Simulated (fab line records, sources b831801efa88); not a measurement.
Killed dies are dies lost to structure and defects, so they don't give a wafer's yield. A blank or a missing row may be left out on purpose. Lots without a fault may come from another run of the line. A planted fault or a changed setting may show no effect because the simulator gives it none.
Which tool did it? | flow sky130 | 12 lots, 36 wafers sampled, at 1 step of a route of 708

WHAT THE GAUGES READ, wafer by wafer
SKY_VIA3_OVL_MEAS_13.
lot  | measured     | on         | VIA3_OVL (nm)
L075 | day 39 12:21 | overlay-02 | 10 5 7
L077 | day 40 04:46 | overlay-02 | 0 3 1
L079 | day 41 12:01 | overlay-02 | -4 9 10
L081 | day 41 16:39 | overlay-02 | -2 8 1
L083 | day 42 05:32 | overlay-01 | 6 3 10
L085 | day 43 00:01 | overlay-02 | 11 10 7
L087 | day 43 03:43 | overlay-02 | 5 11 4
L089 | day 43 19:03 | overlay-02 | 5 6 3
L091 | day 44 08:49 | overlay-01 | 11 13 9
L094 | day 44 22:14 | overlay-01 | 13 10 6
L095 | day 45 19:23 | overlay-01 | 5 -3 13
L096 | day 45 23:38 | overlay-01 | 10 4 11

WHICH TOOL RAN EACH LOT (tool, then ch and the chambers of the sampled wafers, then the start)
The record holds no process step before these readings.

THE ANSWER, worked out from the rows above alone
Rule: what is usual is taken from the lots themselves. Put in order of their means at a reading, lots are off if they are a third of the lots or fewer, leave a main group of 4 or more, and stand apart from it by a gap of 3 or more times the standard deviation of the main group's means; of several such gaps the widest counts. A main group whose means are all the same, to the digits that the tables above print for the reading, isn't used. A lot without any number at a reading at which 4 lots or more have one is off too. The other lots that the step has rows for count as sound.
No lot is off at any reading shown: from this, nothing can be told.

WHAT THE SIMULATOR HAD PUT IN
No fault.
